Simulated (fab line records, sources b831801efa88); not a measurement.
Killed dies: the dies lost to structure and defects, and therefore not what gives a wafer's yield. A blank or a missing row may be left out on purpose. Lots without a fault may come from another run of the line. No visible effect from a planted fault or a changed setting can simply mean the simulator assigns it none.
Check of tool commonality + flow gf180mcu + 42 wafers sampled across 14 lots

## WHAT PROMPTED THE OPENING
Flagged at GF_M1_CD_MEAS_14: reading cd_nm, on 2 of 14 lots. Wafers without a fault read 229.5 nm, standard deviation 0.99.
Rule: a lot gets a flag if all its wafers with a number sit over 4 standard deviations from that mean, or if no wafer of it has a number. The other lots count as sound.

| lot  | measured     | on        | cd_nm (nm), wafer by wafer | flag    |
|------|--------------|-----------|----------------------------|---------|
| L778 | day 17 08:22 | cd_sem-02 | 227.7 227.8 228.8          |         |
| L779 | day 17 11:55 | cd_sem-01 | 229.5 229.4 229.1          |         |
| L780 | day 18 00:43 | cd_sem-01 | 227.8 228.6 228.7          |         |
| L781 | day 18 05:13 | cd_sem-01 | 228.9 227.7 228.6          |         |
| L782 | day 18 13:26 | cd_sem-01 | 229.5 229.5 228.6          |         |
| L783 | day 18 23:16 | cd_sem-01 | 230.5 230.3 229.9          |         |
| L784 | day 19 09:02 | cd_sem-01 | 229.4 229.5 230.0          |         |
| L785 | day 19 23:11 | cd_sem-02 | 229.5 229.2 229.1          |         |
| L786 | day 20 10:18 | cd_sem-02 | 230.4 228.6 229.8          |         |
| L790 | day 21 19:00 | cd_sem-02 | 170.7 171.9 170.9          | FLAGGED |
| L793 | day 22 19:56 | cd_sem-01 | 170.8 170.8 169.7          | FLAGGED |
| L797 | day 23 22:27 | cd_sem-02 | 230.2 228.7 229.5          |         |
| L800 | day 24 23:08 | cd_sem-01 | 228.3 227.3 227.9          |         |
| L801 | day 25 03:55 | cd_sem-01 | 229.9 230.1 229.0          |         |
The numbers of the flagged lots are 170.8 nm on average: -58.7 nm against the usual, or -59 standard deviations.

## LOT BY LOT: THE TOOL USED
Before the reading, the record contains 3 process steps out of a 602-step route. In each cell: the tool, then ch and the chambers that the sampled wafers went through, then the start.
| lot  | flag    | GF_SALICIDE_RTA_08               | GF_CONTACT_CMP_04             | GF_M1_SOFTBAKE_10                 |
|------|---------|----------------------------------|-------------------------------|-----------------------------------|
| L778 |         | rtp_anneal-01 ch 0, day 15 09:49 | cmp-02 ch 0,1,2, day 15 10:16 | litho_track-03 ch 0, day 16 20:46 |
| L779 |         | rtp_anneal-01 ch 0, day 15 13:21 | cmp-01 ch 1,2,3, day 15 13:44 | litho_track-04 ch 0, day 17 00:16 |
| L780 |         | rtp_anneal-01 ch 0, day 16 00:36 | cmp-01 ch 1,2, day 16 00:59   | litho_track-03 ch 0, day 17 12:34 |
| L781 |         | rtp_anneal-01 ch 0, day 16 05:05 | cmp-02 ch 0,1,3, day 16 05:25 | litho_track-04 ch 0, day 17 17:28 |
| L782 |         | rtp_anneal-02 ch 0, day 16 13:10 | cmp-01 ch 0,1,2, day 16 13:32 | litho_track-01 ch 0, day 18 02:23 |
| L783 |         | rtp_anneal-01 ch 0, day 16 22:50 | cmp-01 ch 0,1,3, day 16 23:13 | litho_track-04 ch 0, day 18 11:13 |
| L784 |         | rtp_anneal-01 ch 0, day 17 06:59 | cmp-02 ch 0,2,3, day 17 07:25 | litho_track-01 ch 0, day 18 20:23 |
| L785 |         | rtp_anneal-02 ch 0, day 17 21:25 | cmp-02 ch 0,1, day 17 21:46   | litho_track-04 ch 0, day 19 11:02 |
| L786 |         | rtp_anneal-01 ch 0, day 18 07:36 | cmp-02 ch 1,2,3, day 18 07:59 | litho_track-04 ch 0, day 19 21:54 |
| L790 | FLAGGED | rtp_anneal-01 ch 0, day 19 16:31 | cmp-01 ch 0,1,3, day 19 16:50 | litho_track-03 ch 0, day 21 06:46 |
| L793 | FLAGGED | rtp_anneal-01 ch 0, day 20 17:50 | cmp-02 ch 1,3, day 20 18:08   | litho_track-03 ch 0, day 22 08:31 |
| L797 |         | rtp_anneal-01 ch 0, day 21 21:41 | cmp-02 ch 1,2, day 21 22:01   | litho_track-04 ch 0, day 23 11:24 |
| L800 |         | rtp_anneal-02 ch 0, day 22 23:56 | cmp-02 ch 1,3, day 23 00:19   | litho_track-04 ch 0, day 24 12:38 |
| L801 |         | rtp_anneal-02 ch 0, day 23 04:59 | cmp-01 ch 0,1,2, day 23 05:24 | litho_track-01 ch 0, day 24 17:12 |
What is done by these steps:
- GF_SALICIDE_RTA_08: time 30 s.
- GF_CONTACT_CMP_04: polishes SiO2.
- GF_M1_SOFTBAKE_10: time 60 s.
- GF_M1_CD_MEAS_14: target cd 230 nm.

## FLAGGED OVER TOTAL, TOOL BY TOOL (the gauges that took the reading come last)
| step               | tool           | lots run | flagged | share of the flagged lots | sound lots run after its first flagged lot |
|--------------------|----------------|----------|---------|---------------------------|--------------------------------------------|
| GF_SALICIDE_RTA_08 | rtp_anneal-01  | 10       | 2       | all                       | 1 (L797)                                   |
| GF_SALICIDE_RTA_08 | rtp_anneal-02  | 4        | 0       | none                      | -                                          |
| GF_CONTACT_CMP_04  | cmp-01         | 6        | 1       | some                      | 1 (L801)                                   |
| GF_CONTACT_CMP_04  | cmp-02         | 8        | 1       | some                      | 2 (L797,L800)                              |
| GF_M1_SOFTBAKE_10  | litho_track-01 | 3        | 0       | none                      | -                                          |
| GF_M1_SOFTBAKE_10  | litho_track-03 | 4        | 2       | all                       | 0                                          |
| GF_M1_SOFTBAKE_10  | litho_track-04 | 7        | 0       | none                      | -                                          |
| GF_M1_CD_MEAS_14   | cd_sem-01      | 9        | 1       | some                      | 2 (L800,L801)                              |
| GF_M1_CD_MEAS_14   | cd_sem-02      | 5        | 1       | some                      | 1 (L797)                                   |

## THE TABLE: WHAT IT ALLOWS
2 rows of the table ran every flagged lot: rtp_anneal-01 at GF_SALICIDE_RTA_08, litho_track-03 at GF_M1_SOFTBAKE_10.
- rtp_anneal-01 at GF_SALICIDE_RTA_08 ran 10 lots, 2 of them flagged. Sound lots followed the first flagged one (L797) on it, something a lasting fault affecting the whole tool could not allow.
- litho_track-03 at GF_M1_SOFTBAKE_10 ran 4 lots, 2 of them flagged. A fault beginning between L780 (day 17 12:34), its last sound lot, and L790 (day 21 06:46), its first flagged one, fits the data. Its own readings (heater_power_total_W, plate_temp_C) fall more than 4 standard deviations out on all wafers of the flagged lots.
One tool is left: litho_track-03 at GF_M1_SOFTBAKE_10.

## WHAT THE SIMULATOR HAD INSERTED
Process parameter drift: litho_track-03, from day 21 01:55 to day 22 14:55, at GF_M1_SOFTBAKE_10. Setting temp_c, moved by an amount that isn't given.
Lots struck among those shown: L790, L793. This agrees with what the rule above found.
